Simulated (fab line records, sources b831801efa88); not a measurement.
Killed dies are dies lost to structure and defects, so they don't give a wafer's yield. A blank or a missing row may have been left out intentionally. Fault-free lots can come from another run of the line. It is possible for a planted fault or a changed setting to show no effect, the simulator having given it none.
Matching of chambers + flow sky130 + SKY_VIA4_CMP_21 on cmp-01 has 4 sister chambers
The step polishes, stops on SiO2, t overpolish 25 s, target thk 0 nm. 4 wafers are shown with their chamber, then 9 later ones without.

== WAFERS WITH THEIR CHAMBER ==
| wafer  | chamber | motor_current_A (A) |
|--------|---------|---------------------|
| L593.2 | 3       | 12.3                |
| L594.4 | 2       | 10.4                |
| L594.5 | 1       | 11.7                |
| L594.6 | 0       | 11.0                |

== WAFERS WHOSE CHAMBER IS MISSING ==
| wafer  | motor_current_A (A) |
|--------|---------------------|
| L595.1 | 11.9                |
| L595.4 | 11.0                |
| L595.5 | 10.4                |
| L604.1 | 11.4                |
| L604.2 | 10.7                |
| L604.5 | 9.9                 |
| L603.1 | 10.0                |
| L603.2 | 11.2                |
| L603.4 | 10.5                |

== WHICH CHAMBER EACH WENT THROUGH ==
| wafer  | from the rows above     | in truth                   |
|--------|-------------------------|----------------------------|
| L595.1 | can't be placed: 1 or 3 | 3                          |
| L595.4 | 0                       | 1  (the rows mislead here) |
| L595.5 | 2                       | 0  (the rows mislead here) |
| L604.1 | can't be placed: 1 or 0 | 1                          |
| L604.2 | can't be placed: 2 or 0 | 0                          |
| L604.5 | 2                       | 2                          |
| L603.1 | 2                       | 2                          |
| L603.2 | can't be placed: 0 or 1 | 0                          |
| L603.4 | can't be placed: 2 or 0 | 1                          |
Correctly placed: 2 of 9. Cannot be placed on the basis of these rows: 5; the candidates contain the true chamber in 4. 2 placed wrongly.
How it was worked out, from the rows above alone: a wafer's distance from a chamber is the root of the sum, over the readings, of the square of ((its reading less the chamber's mean) divided by the reading's scatter). If the next closest chamber is less than 2 further off than the closest, the wafer can't be placed; otherwise it belongs to the closest. The mean given for a chamber averages the wafers shown for that chamber. The scatter: with one shown wafer a chamber, the root of the mean of the squares of how far each hidden wafer lies from its nearest shown one.
